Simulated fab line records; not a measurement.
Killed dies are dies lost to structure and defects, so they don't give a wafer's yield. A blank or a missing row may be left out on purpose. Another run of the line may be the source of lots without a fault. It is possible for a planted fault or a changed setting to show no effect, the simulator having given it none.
Which tool is to blame? || flow gf180mcu || Sampling: 14 lots, 42 wafers, 3 of 602 route steps

## WHAT EACH GAUGE READ, for each wafer
GF_M5_OVL_MEAS_08.
{"lot": "L414", "measured": "day 26 04:43", "on": "overlay-02", "M5_OVL (nm)": "-1 -3 4"}
{"lot": "L416", "measured": "day 26 18:46", "on": "overlay-02", "M5_OVL (nm)": "2 2 2"}
{"lot": "L417", "measured": "day 27 07:22", "on": "overlay-01", "M5_OVL (nm)": "-3 -3 8"}
{"lot": "L424", "measured": "day 29 09:04", "on": "overlay-01", "M5_OVL (nm)": "-6 -8 -5"}
{"lot": "L426", "measured": "day 29 20:19", "on": "overlay-01", "M5_OVL (nm)": "1 5 -2"}
{"lot": "L427", "measured": "day 30 09:38", "on": "overlay-01", "M5_OVL (nm)": "-1 -6 -4"}
{"lot": "L428", "measured": "day 30 12:10", "on": "overlay-02", "M5_OVL (nm)": "-8 -3 -10"}
{"lot": "L429", "measured": "day 30 18:28", "on": "overlay-01", "M5_OVL (nm)": "3 4 5"}
{"lot": "L431", "measured": "day 31 08:28", "on": "overlay-01", "M5_OVL (nm)": "-4 -6 -8"}
{"lot": "L432", "measured": "day 31 13:37", "on": "overlay-01", "M5_OVL (nm)": "-13 -5 -11"}
{"lot": "L433", "measured": "day 31 20:20", "on": "overlay-01", "M5_OVL (nm)": "-1 5 -2"}
{"lot": "L434", "measured": "day 32 04:40", "on": "overlay-01", "M5_OVL (nm)": "0 -1 -4"}
{"lot": "L435", "measured": "day 32 08:28", "on": "overlay-01", "M5_OVL (nm)": "-7 -12 -7"}
{"lot": "L437", "measured": "day 32 17:38", "on": "overlay-01", "M5_OVL (nm)": "-13 -9 -7"}

## WHAT TOOL EACH LOT RAN ON (gives the tool, then ch and the chambers of the sampled wafers, and finally the start)
{"lot": "L414", "GF_STI_WET_ETCH_26": "wet_bench-01 ch 2, day 2 04:50", "GF_MIM_SPUTTER_04": "pvd_sputter-02, day 24 08:54"}
{"lot": "L416", "GF_STI_WET_ETCH_26": "wet_bench-03 ch 2, day 2 14:29", "GF_MIM_SPUTTER_04": "pvd_sputter-02, day 24 23:09"}
{"lot": "L417", "GF_STI_WET_ETCH_26": "wet_bench-04 ch 0, day 2 20:47", "GF_MIM_SPUTTER_04": "pvd_sputter-03, day 25 12:59"}
{"lot": "L424", "GF_STI_WET_ETCH_26": "wet_bench-01 ch 1, day 4 09:29", "GF_MIM_SPUTTER_04": "pvd_sputter-03, day 27 17:28"}
{"lot": "L426", "GF_STI_WET_ETCH_26": "wet_bench-01 ch 2, day 4 16:31", "GF_MIM_SPUTTER_04": "pvd_sputter-01, day 28 05:47"}
{"lot": "L427", "GF_STI_WET_ETCH_26": "wet_bench-04 ch 2, day 5 02:20", "GF_MIM_SPUTTER_04": "pvd_sputter-01, day 28 21:29"}
{"lot": "L428", "GF_STI_WET_ETCH_26": "wet_bench-01 ch 3, day 5 03:54", "GF_MIM_SPUTTER_04": "pvd_sputter-03, day 29 00:19"}
{"lot": "L429", "GF_STI_WET_ETCH_26": "wet_bench-01 ch 1, day 5 08:56", "GF_MIM_SPUTTER_04": "pvd_sputter-03, day 29 07:44"}
{"lot": "L431", "GF_STI_WET_ETCH_26": "wet_bench-01 ch 0, day 5 20:55", "GF_MIM_SPUTTER_04": "pvd_sputter-03, day 29 19:13"}
{"lot": "L432", "GF_STI_WET_ETCH_26": "wet_bench-03 ch 3, day 6 01:01", "GF_MIM_SPUTTER_04": "pvd_sputter-02, day 30 03:14"}
{"lot": "L433", "GF_STI_WET_ETCH_26": "wet_bench-04 ch 3, day 6 05:39", "GF_MIM_SPUTTER_04": "pvd_sputter-01, day 30 09:35"}
{"lot": "L434", "GF_STI_WET_ETCH_26": "wet_bench-01 ch 1, day 6 13:08", "GF_MIM_SPUTTER_04": "pvd_sputter-02, day 30 17:53"}
{"lot": "L435", "GF_STI_WET_ETCH_26": "wet_bench-04 ch 3, day 6 15:35", "GF_MIM_SPUTTER_04": "pvd_sputter-02, day 30 23:19"}
{"lot": "L437", "GF_STI_WET_ETCH_26": "wet_bench-04 ch 2, day 7 02:00", "GF_MIM_SPUTTER_04": "pvd_sputter-01, day 31 07:40"}
- GF_STI_WET_ETCH_26: etches SiO2 in dHF, target depth 94 nm, time 188 s.
- GF_MIM_SPUTTER_04: material TiN, target thk 50 nm, time 41.7 s.

## WHAT THE TOOLS THEMSELVES READ (means of the sampled wafers that have a number; where no wafer has one, the mark that the record gives instead)
GF_STI_WET_ETCH_26.
{"lot": "L414", "tool": "wet_bench-01", "bath_heat_duty_pct (%)": 6.3, "run_length_s (s)": 214}
{"lot": "L416", "tool": "wet_bench-03", "bath_heat_duty_pct (%)": 5.2, "run_length_s (s)": 213}
{"lot": "L417", "tool": "wet_bench-04", "bath_heat_duty_pct (%)": 6.0, "run_length_s (s)": 213}
{"lot": "L424", "tool": "wet_bench-01", "bath_heat_duty_pct (%)": 6.3, "run_length_s (s)": 222}
{"lot": "L426", "tool": "wet_bench-01", "bath_heat_duty_pct (%)": "-", "run_length_s (s)": "-"}
{"lot": "L427", "tool": "wet_bench-04", "bath_heat_duty_pct (%)": "-", "run_length_s (s)": "-"}
{"lot": "L428", "tool": "wet_bench-01", "bath_heat_duty_pct (%)": 6.3, "run_length_s (s)": 219}
{"lot": "L429", "tool": "wet_bench-01", "bath_heat_duty_pct (%)": 6.1, "run_length_s (s)": 222}
{"lot": "L431", "tool": "wet_bench-01", "bath_heat_duty_pct (%)": 5.8, "run_length_s (s)": 223}
{"lot": "L432", "tool": "wet_bench-03", "bath_heat_duty_pct (%)": 6.4, "run_length_s (s)": 215}
{"lot": "L433", "tool": "wet_bench-04", "bath_heat_duty_pct (%)": 5.8, "run_length_s (s)": 221}
{"lot": "L434", "tool": "wet_bench-01", "bath_heat_duty_pct (%)": 6.3, "run_length_s (s)": 222}
{"lot": "L435", "tool": "wet_bench-04", "bath_heat_duty_pct (%)": 5.4, "run_length_s (s)": 214}
{"lot": "L437", "tool": "wet_bench-04", "bath_heat_duty_pct (%)": 5.2, "run_length_s (s)": 216}

GF_MIM_SPUTTER_04.
{"lot": "L414", "tool": "pvd_sputter-02", "cathode_dc_power_W (W)": 6500.1, "throttle_valve_pct (%)": 29.4}
{"lot": "L416", "tool": "pvd_sputter-02", "cathode_dc_power_W (W)": 6500.1, "throttle_valve_pct (%)": 29.3}
{"lot": "L417", "tool": "pvd_sputter-03", "cathode_dc_power_W (W)": 6499.6, "throttle_valve_pct (%)": 30.2}
{"lot": "L424", "tool": "pvd_sputter-03", "cathode_dc_power_W (W)": 6500.0, "throttle_valve_pct (%)": 30.4}
{"lot": "L426", "tool": "pvd_sputter-01", "cathode_dc_power_W (W)": 6499.5, "throttle_valve_pct (%)": 30.0}
{"lot": "L427", "tool": "pvd_sputter-01", "cathode_dc_power_W (W)": 6499.3, "throttle_valve_pct (%)": 30.7}
{"lot": "L428", "tool": "pvd_sputter-03", "cathode_dc_power_W (W)": 6500.0, "throttle_valve_pct (%)": 30.8}
{"lot": "L429", "tool": "pvd_sputter-03", "cathode_dc_power_W (W)": 6500.0, "throttle_valve_pct (%)": 29.6}
{"lot": "L431", "tool": "pvd_sputter-03", "cathode_dc_power_W (W)": 6498.1, "throttle_valve_pct (%)": 31.3}
{"lot": "L432", "tool": "pvd_sputter-02", "cathode_dc_power_W (W)": 6499.3, "throttle_valve_pct (%)": 29.3}
{"lot": "L433", "tool": "pvd_sputter-01", "cathode_dc_power_W (W)": 6500.3, "throttle_valve_pct (%)": 29.9}
{"lot": "L434", "tool": "pvd_sputter-02", "cathode_dc_power_W (W)": 6498.9, "throttle_valve_pct (%)": 29.1}
{"lot": "L435", "tool": "pvd_sputter-02", "cathode_dc_power_W (W)": 6501.1, "throttle_valve_pct (%)": 29.6}
{"lot": "L437", "tool": "pvd_sputter-01", "cathode_dc_power_W (W)": 6499.3, "throttle_valve_pct (%)": 29.9}

## THE ANSWER, worked out from the rows above alone
Rule: what is usual is taken from the lots themselves. The widest of any qualifying gaps counts: lots, ordered by their means at a reading, are off when they make up no more than a third of the lots, leave a main group of 4 or more, and stand apart from it by 3 or more times the standard deviation of that group's means. The tables above print the reading to a certain number of digits; a main group whose means all agree to those digits is not used. A lot without any number at a reading at which 4 lots or more have one is off too. Any other lot the step has rows for is counted as sound. First the gauges in route order, then the tools' own readings, where a lot's mean is used as printed above. At the first step where some lot is off, the reading lying furthest off is the one used; lots without a number count as furthest.
Off at GF_STI_WET_ETCH_26 (bath_heat_duty_pct): L426, L427. Without a number there: L426, L427. The main group has a mean of 5.9 % with a standard deviation of 0.43.
If a tool, at that step or one of the process steps before it, ran each lot that is off and ran no sound lot following the first of them, it fits. Not one of the candidates tried fits.

## WHAT THE SIMULATOR PUT IN
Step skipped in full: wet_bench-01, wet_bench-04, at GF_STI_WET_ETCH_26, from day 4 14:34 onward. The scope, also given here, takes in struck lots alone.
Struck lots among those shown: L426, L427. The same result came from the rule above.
